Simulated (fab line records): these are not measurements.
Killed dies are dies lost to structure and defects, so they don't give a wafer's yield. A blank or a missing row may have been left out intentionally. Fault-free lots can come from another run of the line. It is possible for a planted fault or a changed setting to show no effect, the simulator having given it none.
Which tool did it? | flow gf180mcu | 13 lots, 39 wafers sampled, at 2 steps of a route of 602

WHAT EACH GAUGE READ, for each wafer
GF_POLY_GATE_THK_MEAS_01. Usual: for POLY_GATE_CVD_00_THK the level is 200.6 nm and the standard deviation is 2.2.
lot  | measured     | on            | POLY_GATE_CVD_00_THK (nm) | flag
L504 | day 8 20:57  | film metro-02 | 205.1 203.2 205.2         |
L511 | day 10 15:51 | film metro-01 | 199.1 200.3 201.8         |
L512 | day 11 00:57 | film metro-02 | 203.9 203.7 202.5         |
L513 | day 11 10:20 | film metro-02 | 200.9 199.9 199.6         |
L515 | day 11 19:25 | film metro-02 | 202.2 201.3 200.9         |
L519 | day 13 05:22 | film metro-03 | 198.0 197.2 197.7         |
L520 | day 13 08:39 | film metro-01 | 203.6 202.4 200.8         |
L521 | day 13 13:46 | film metro-02 | 204.3 202.9 202.1         |
L522 | day 13 23:23 | film metro-02 | 203.0 202.3 204.6         |
L523 | day 14 12:44 | film metro-02 | 198.7 200.1 198.0         |
L524 | day 14 19:28 | film metro-03 | 196.9 196.8 197.8         |
L525 | day 14 23:08 | film metro-02 | 197.6 198.4 198.6         |
L526 | day 15 02:11 | film metro-01 | 200.9 200.4 199.8         |

TOOL THAT RAN EACH LOT (tool first, then ch and the chambers of the sampled wafers, then the start)
lot  | GF_VT_IMPLANT_SOFTBAKE_25
L504 | litho track-03 ch 0, day 6 20:38
L511 | litho track-01 ch 0, day 8 15:24
L512 | litho track-03 ch 0, day 8 23:24
L513 | litho track-03 ch 0, day 9 06:39
L515 | litho track-01 ch 0, day 9 15:45
L519 | litho track-03 ch 0, day 10 22:00
L520 | litho track-04 ch 0, day 11 02:41
L521 | litho track-03 ch 0, day 11 07:35
L522 | litho track-04 ch 0, day 11 14:02
L523 | litho track-04 ch 0, day 12 00:38
L524 | litho track-04 ch 0, day 12 06:36
L525 | litho track-01 ch 0, day 12 12:55
L526 | litho track-01 ch 0, day 12 15:07
- GF_VT_IMPLANT_SOFTBAKE_25: time 60 s.

AS READ BY THE TOOLS THEMSELVES (means over the sampled wafers that have a number; for cases with no such wafer, the mark the record gives instead)
GF_VT_IMPLANT_SOFTBAKE_25. Usual: heater power total W 56.60 W, standard deviation 0.042; plate temp C 90.00 C, standard deviation 0.13; resist line temp C 23.01 C, standard deviation 0.11.
lot  | tool           | heater power total W (W) | plate temp C (C) | resist line temp C (C) | flag
L504 | litho track-03 | 56.59                    | 90.07            | 22.96                  |
L511 | litho track-01 | 57.10                    | 90.45            | 22.97                  | OFF
L512 | litho track-03 | 56.62                    | 89.93            | 23.16                  |
L513 | litho track-03 | 56.57                    | 90.01            | 23.13                  |
L515 | litho track-01 | 57.08                    | 90.56            | 23.06                  | OFF
L519 | litho track-03 | 56.61                    | 89.94            | 23.00                  |
L520 | litho track-04 | 56.61                    | 89.99            | 23.05                  |
L521 | litho track-03 | 56.63                    | 90.10            | 22.96                  |
L522 | litho track-04 | 56.66                    | 90.10            | 22.91                  |
L523 | litho track-04 | 56.60                    | 90.10            | 23.07                  |
L524 | litho track-04 | 56.61                    | 90.03            | 22.84                  |
L525 | litho track-01 | 56.60                    | 90.07            | 23.11                  |
L526 | litho track-01 | 56.63                    | 89.91            | 22.95                  |

THE ANSWER, worked out from the rows above alone
Rule: take the mean of a lot's wafers that have a number; if it is more than 3 standard deviations from the usual mean, the lot is off. A lot without any number at a reading at which 4 lots or more have one is off too. Where the step has rows for the other lots, those lots are counted as sound. The gauges are gone through in route order, then the tools' own readings, and for those a lot's mean is taken as printed above. At the first step where some lot is off, the reading lying furthest off is the one used; lots without a number count as furthest.
Off, at GF_VT_IMPLANT_SOFTBAKE_25 on heater power total W: L511, L515.
A tool fits if, at that step or a process step before it, it ran every lot that is off, and no sound lot after the first of them. Of those tried, none fits.

WHAT THE SIMULATOR PUT IN
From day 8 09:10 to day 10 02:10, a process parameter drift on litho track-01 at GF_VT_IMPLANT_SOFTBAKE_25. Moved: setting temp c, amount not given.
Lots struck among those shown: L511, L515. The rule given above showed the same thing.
